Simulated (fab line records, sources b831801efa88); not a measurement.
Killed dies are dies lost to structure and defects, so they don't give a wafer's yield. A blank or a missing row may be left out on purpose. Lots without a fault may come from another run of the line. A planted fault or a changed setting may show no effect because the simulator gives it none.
One fault seen from 2 desks | flow gf180mcu | each desk has only its own numbers; what lay behind them comes last

THE METROLOGY DESK
What the gauges read, lot by lot, whatever tool the lot ran on: means of the sampled wafers that have a number. A lot is out of limits, marked OUT, if its mean lies more than 4 standard deviations from the usual mean; the brackets give that distance. Of its 9 readings 7 are shown: those that lie furthest out on some lot.
Columns: A = CONTACT_W_RS at GF_CONTACT_RS_MEAS_25, usual 0.381 ohm/sq; B = CONTACT_W_THK at GF_CONTACT_THK_MEAS_26, usual 303 nm; C = M1_ALCU_RS at GF_M1_RS_MEAS_05, usual 0.0697 ohm/sq; D = M1_ALCU_THK at GF_M1_THK_MEAS_06, usual 447 nm; E = cd_nm at GF_M1_CD_MEAS_14, usual 229.6 nm; F = V1_CVD_00_THK at GF_V1_THK_MEAS_01, usual 594 nm; G = V1_CVD_02_THK at GF_V1_THK_MEAS_03, usual 851 nm
lot  | first seen here | A     | B   | C      | D   | E     | F   | G
L673 | day 16 08:11    | 0.385 | 302 | 0.0690 | 455 | 229.3 | 593 | 864
L674 | day 16 13:41    | 0.390 | 294 | 0.0682 | 459 | 228.4 | 594 | 846
L675 | day 16 19:08    | 0.383 | 300 | 0.0695 | 446 | 231.5 | 596 | 849
L677 | day 17 14:17    | 0.386 | 298 | 0.0701 | 447 | 229.9 | 589 | 850
L684 | day 20 05:43    | 0.375 | 307 | 0.0690 | 454 | 228.0 | 588 | 860
L686 | day 21 01:16    | 0.381 | 304 | 0.0694 | 450 | 228.2 | 598 | 849
This desk's finding: nothing out of limits on any of the 6 lots.

THE TOOL OWNER'S DESK: pvd_sputter-01
The tool's own readings at GF_M1_SPUTTER_04 (material TiN, target thk 50 nm, time 41.7 s): means of the sampled wafers that have a number, for each lot that ran on this tool. A lot is out of limits, marked OUT, if its mean lies more than 4 standard deviations from the usual mean; the brackets give that distance.
Columns: A = throttle_valve_pct at GF_M1_SPUTTER_04, usual 30.0 %
lot  | first seen here | A
L673 | day 16 08:51    | 30.6
L675 | day 16 19:58    | 30.1
L677 | day 17 14:56    | 30.6
L684 | day 20 06:22    | 30.1
L686 | day 21 01:55    | 30.2
This desk's finding: nothing out of limits on any of the 5 lots.

PUT TOGETHER
The metrology desk saw nothing out of limits.
The tool owner's desk saw nothing out of limits.

WHAT THE SIMULATOR HAD PUT IN
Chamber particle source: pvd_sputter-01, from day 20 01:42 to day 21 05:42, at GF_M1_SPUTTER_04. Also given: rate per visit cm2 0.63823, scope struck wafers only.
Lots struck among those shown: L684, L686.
